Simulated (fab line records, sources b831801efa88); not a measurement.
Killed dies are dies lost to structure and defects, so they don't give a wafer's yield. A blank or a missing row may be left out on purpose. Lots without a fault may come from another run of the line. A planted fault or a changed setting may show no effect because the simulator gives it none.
Split-lot experiment | flow gf180mcu | 5 lots, 23 wafers read, on a route of 602 steps

THE SPLIT
At GF_HV_LDD_COAT_41 (resist thk 1000 nm), the setting spin_rpm was moved away from the recipe's 3000 rpm on 7 of the 23 wafers read, by -6.3% to +3.3%. The other wafers ran this setting at the recipe's value.

The reading is taken at the split's own step.

THE READING
NOVOLAK_of_HV_LDD_COAT_41.thk_nm (the simulator's own value, which no gauge read), in nm, at GF_HV_LDD_COAT_41 (resist thk 1000 nm). The file gives no usual value for it. The 16 wafers here that ran the recipe average 999.6 nm, standard deviation 3.1 nm.

wafer  | tool, chamber at the split | spin_rpm as run, rpm | against the recipe | NOVOLAK_of_HV_LDD_COAT_41.thk_nm, nm | against lot-mates on the recipe
L076.2 | litho_track-01, 0          | 3000                 | recipe             | 999.5                                | -
L076.3 | litho_track-01, 0          | 3000                 | recipe             | 1000                                 | -
L076.4 | litho_track-01, 0          | 3000                 | recipe             | 999.7                                | -
L077.1 | litho_track-04, 0          | 3000                 | recipe             | 1002                                 | -
L077.2 | litho_track-04, 0          | 2810                 | -6.3%              | 1033                                 | +32.2
L077.3 | litho_track-04, 0          | 3000                 | recipe             | 999.5                                | -
L077.4 | litho_track-04, 0          | 2810                 | -6.3%              | 1037                                 | +36.2
L077.5 | litho_track-04, 0          | 2810                 | -6.3%              | 1036                                 | +35.2
L080.1 | litho_track-01, 0          | 3000                 | recipe             | 998.7                                | -
L080.2 | litho_track-01, 0          | 3000                 | recipe             | 998.6                                | -
L080.3 | litho_track-01, 0          | 3000                 | recipe             | 1002                                 | -
L080.4 | litho_track-01, 0          | 3099                 | +3.3%              | 983                                  | -16.8
L080.6 | litho_track-01, 0          | 3099                 | +3.3%              | 986.3                                | -13.5
L082.1 | litho_track-01, 0          | 3000                 | recipe             | 1002                                 | -
L082.4 | litho_track-01, 0          | 3000                 | recipe             | 1002                                 | -
L082.6 | litho_track-01, 0          | 3000                 | recipe             | 1002                                 | -
L082.2 | litho_track-01, 0          | 3000                 | recipe             | 1003                                 | -
L082.3 | litho_track-01, 0          | 3000                 | recipe             | 1003                                 | -
L083.2 | litho_track-04, 0          | 3000                 | recipe             | 994.3                                | -
L083.3 | litho_track-04, 0          | 2937                 | -2.1%              | 1004                                 | +10.1
L083.4 | litho_track-04, 0          | 2937                 | -2.1%              | 1005                                 | +11.1
L083.5 | litho_track-04, 0          | 3000                 | recipe             | 994.1                                | -
L083.6 | litho_track-04, 0          | 3000                 | recipe             | 993.4                                | -

THE FIT
A straight line over all 23 wafers: NOVOLAK_of_HV_LDD_COAT_41.thk_nm changes by -5.29 nm for each +1% of spin_rpm; r = -0.97; the points scatter about the line by 3.6 nm.
The same after taking each lot's own level away (the mean of its wafers on the recipe; 23 wafers): -5.27 nm for each +1%; r = -0.99; scatter 1.4 nm.
On that fit, the largest move of spin_rpm shifts the reading by 33 nm.
The lots' own levels span 993.93 to 1002.40 nm, that is 2.8 times the standard deviation above.
So the lot-to-lot level changes the slope little: the two slopes agree.
Check: with one of the wafers moved furthest among these (-6.3%) left out of the fit, the line predicts +34.3 nm for it against its lot-mates. It came out at +32.2 nm against them.

OTHER SPLITS ON THESE WAFERS
These wafers also went through other splits before the reading. Each is held against what the fit with the lots' levels taken away leaves over:
other split on the same wafers      | wafers away from the commonest value | r with NOVOLAK_of_HV_LDD_COAT_41.thk_nm (lot level and that fit taken away)
GF_HV_LDD_DEVELOP_30 develop_time_s | 10                                   | +0.17

THE WHOLE CHAIN: every reading that the file lists as answering this split, in the file's order
step               | what it does       | reading                                                                           | change (the file's fit)              | r (the file's)
GF_HV_LDD_COAT_41  | resist thk 1000 nm | NOVOLAK_of_HV_LDD_COAT_41.thk_nm (the simulator's own value, which no gauge read) | -5.26 nm for each +1% of the setting | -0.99
GF_HV_LDD_STRIP_49 | strips in O2/N2    | strip_time_to_endpoint_s                                                          | withheld for each +1% of the setting | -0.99

THE FILE'S OWN FIT
NOVOLAK_of_HV_LDD_COAT_41.thk_nm changes by -5.26 nm for each +1% of spin_rpm, r = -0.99.
